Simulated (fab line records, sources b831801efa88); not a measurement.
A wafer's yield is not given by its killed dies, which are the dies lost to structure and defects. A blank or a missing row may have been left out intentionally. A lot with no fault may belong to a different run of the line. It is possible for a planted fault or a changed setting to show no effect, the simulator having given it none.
Which of the tools did it? | flow gf180mcu | 13 lots with 39 wafers sampled at 4 steps, on a route of 602 steps

== WHAT THE GAUGES SHOWED, per wafer ==
GF_M2_OVL_MEAS_15. Usual: M2_OVL 0 nm, standard deviation 6.
lot  | measured     | on         | M2_OVL (nm) | flag
L178 | day 19 02:53 | overlay-02 | -6 -2 0     | 
L179 | day 19 13:40 | overlay-02 | -11 1 -5    | 
L181 | day 20 12:56 | overlay-01 | -5 -9 -12   | 
L184 | day 21 13:05 | overlay-02 | 3 10 6      | 
L185 | day 21 21:50 | overlay-01 | -4 -13 -10  | 
L188 | day 23 00:11 | overlay-01 | 3 4 5       | 
L189 | day 23 09:05 | overlay-02 | 9 9 7       | 
L190 | day 23 18:05 | overlay-01 | 3 3 4       | 
L194 | day 25 00:56 | overlay-01 | -5 -7 0     | 
L196 | day 25 19:02 | overlay-02 | -1 7 -3     | 
L197 | day 25 21:11 | overlay-02 | 7 4 4       | 
L200 | day 26 20:11 | overlay-02 | -3 0 3      | 
L201 | day 27 01:02 | overlay-01 | -5 -5 -3    | 

== WHICH TOOL RAN EACH LOT (tool, then ch and the chambers of the sampled wafers, then the start) ==
lot  | GF_M1_DEVELOP_13                 | GF_V1_ETCH_17                                | GF_M2_SPUTTER_03
L178 | lithoTrack-03 ch 0, day 17 00:33 | rieDiel-02 ch 1,2,3, day 18 03:07 or earlier | pvdSputter-01, day 18 03:07
L179 | lithoTrack-02 ch 0, day 17 09:33 | rieDiel-04 ch 0,1,2, day 18 13:21 or earlier | pvdSputter-02, day 18 13:21
L181 | lithoTrack-02 ch 0, day 18 09:50 | rieDiel-02 ch 0,1,2, day 19 12:47 or earlier | pvdSputter-04, day 19 12:47
L184 | lithoTrack-02 ch 0, day 19 09:39 | rieDiel-04 ch 2,3, day 20 13:10 or earlier   | pvdSputter-04, day 20 13:10
L185 | lithoTrack-04 ch 0, day 19 18:52 | rieDiel-03 ch 1,2, day 20 22:10 or earlier   | pvdSputter-04, day 20 22:10
L188 | lithoTrack-03 ch 0, day 20 21:53 | rieDiel-02 ch 0,1,3, day 22 01:03 or earlier | pvdSputter-04, day 22 01:03
L189 | lithoTrack-02 ch 0, day 21 08:06 | rieDiel-03 ch 0,1, day 22 10:49 or earlier   | pvdSputter-01, day 22 10:49
L190 | lithoTrack-02 ch 0, day 21 16:00 | rieDiel-03 ch 0,2,3, day 22 19:14 or earlier | pvdSputter-04, day 22 19:14
L194 | lithoTrack-04 ch 0, day 23 00:26 | rieDiel-02 ch 0,2,3, day 24 02:45 or earlier | pvdSputter-01, day 24 02:45
L196 | lithoTrack-03 ch 0, day 23 19:45 | rieDiel-03 ch 2,3, day 24 21:10 or earlier   | pvdSputter-02, day 24 21:10
L197 | lithoTrack-03 ch 0, day 23 22:33 | rieDiel-03 ch 0,2, day 24 23:56 or earlier   | pvdSputter-04, day 24 23:56
L200 | lithoTrack-04 ch 0, day 24 22:29 | rieDiel-02 ch 0,1,2, day 25 23:38 or earlier | pvdSputter-01, day 25 23:38
L201 | lithoTrack-04 ch 0, day 25 04:01 | rieDiel-03 ch 1,2, day 26 04:36 or earlier   | pvdSputter-04, day 26 04:36
- GF_M1_DEVELOP_13: develop time 60 s.
- GF_V1_ETCH_17: etches SiO2 in C4F8/O2/Ar, stops on TiN, target depth 630 nm.
- GF_M2_SPUTTER_03: material Ti, target thk 10 nm, time 6.7 s.

== AS READ BY THE TOOLS THEMSELVES (means over the sampled wafers that have a number; for cases with no such wafer, the mark the record gives instead) ==
GF_M1_DEVELOP_13. Usual: chillPlateTempC 22.98 C, standard deviation 0.1; developerTempC 20.99 C, standard deviation 0.095.
lot  | tool          | chillPlateTempC (C) | developerTempC (C) | flag
L178 | lithoTrack-03 | 23.04               | 20.97              | 
L179 | lithoTrack-02 | 23.06               | 20.86              | 
L181 | lithoTrack-02 | 22.95               | 20.97              | 
L184 | lithoTrack-02 | 22.99               | 20.94              | 
L185 | lithoTrack-04 | 23.09               | 21.03              | 
L188 | lithoTrack-03 | 22.97               | 21.13              | 
L189 | lithoTrack-02 | 23.03               | 20.21              | OFF
L190 | lithoTrack-02 | 22.92               | 20.12              | OFF
L194 | lithoTrack-04 | 23.00               | 21.03              | 
L196 | lithoTrack-03 | 22.98               | 20.92              | 
L197 | lithoTrack-03 | 22.93               | 21.09              | 
L200 | lithoTrack-04 | 23.17               | 20.96              | 
L201 | lithoTrack-04 | 22.90               | 21.12              | 

GF_V1_ETCH_17. Usual: oesProductAu 0.856 a.u., standard deviation 0.0045.
lot  | tool       | oesProductAu (a.u.) | flag
L178 | rieDiel-02 | 0.856               | 
L179 | rieDiel-04 | 0.855               | 
L181 | rieDiel-02 | 0.853               | 
L184 | rieDiel-04 | 0.857               | 
L185 | rieDiel-03 | 0.855               | 
L188 | rieDiel-02 | 0.856               | 
L189 | rieDiel-03 | 0.852               | 
L190 | rieDiel-03 | 0.857               | 
L194 | rieDiel-02 | 0.856               | 
L196 | rieDiel-03 | 0.857               | 
L197 | rieDiel-03 | 0.858               | 
L200 | rieDiel-02 | 0.855               | 
L201 | rieDiel-03 | 0.856               | 

GF_M2_SPUTTER_03. Usual: throttleValvePct 29.9 %, standard deviation 0.97.
lot  | tool          | throttleValvePct (%) | flag
L178 | pvdSputter-01 | 29.4                 | 
L179 | pvdSputter-02 | 29.0                 | 
L181 | pvdSputter-04 | 30.8                 | 
L184 | pvdSputter-04 | 30.6                 | 
L185 | pvdSputter-04 | 30.7                 | 
L188 | pvdSputter-04 | 30.4                 | 
L189 | pvdSputter-01 | 29.4                 | 
L190 | pvdSputter-04 | 30.2                 | 
L194 | pvdSputter-01 | 29.6                 | 
L196 | pvdSputter-02 | 29.0                 | 
L197 | pvdSputter-04 | 30.8                 | 
L200 | pvdSputter-01 | 29.9                 | 
L201 | pvdSputter-04 | 30.5                 | 

== THE ANSWER, worked out from the rows above alone ==
Rule: a lot is off if the mean of its wafers that have a number lies more than 3 standard deviations from the usual mean. Also off: a lot with no number at a reading for which 4 or more lots have one. The other lots that the step has rows for count as sound. Order of review: gauges by route order, followed by the tools' own readings, for which a lot's mean as printed above is used. The first step at which some lot is off is used, and at that step the reading that is off furthest; a lot without a number counts as furthest.
Off: L189, L190 (GF_M1_DEVELOP_13, developerTempC).
A tool fits if, at that step or a process step before it, it ran every lot that is off, and no sound lot after the first of them. One fits: GF_M1_DEVELOP_13 on lithoTrack-02. A fault onset in the window from L184 (day 19 09:39, its last sound lot) to L189 (day 21 08:06, its first lot off) fits.
On the lots that are off, the tool's own readings at GF_M1_DEVELOP_13 differ by more than 5 times the standard deviation of the sound lots' means, which bears it out; developerTempC reads 20.16 C there versus 21.00 C on the sound lots.

== WHAT THE SIMULATOR HAD INSERTED ==
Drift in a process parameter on lithoTrack-02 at GF_M1_DEVELOP_13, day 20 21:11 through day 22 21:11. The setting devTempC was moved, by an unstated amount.
Lots struck among those shown: L189, L190. Same finding as the rule above.
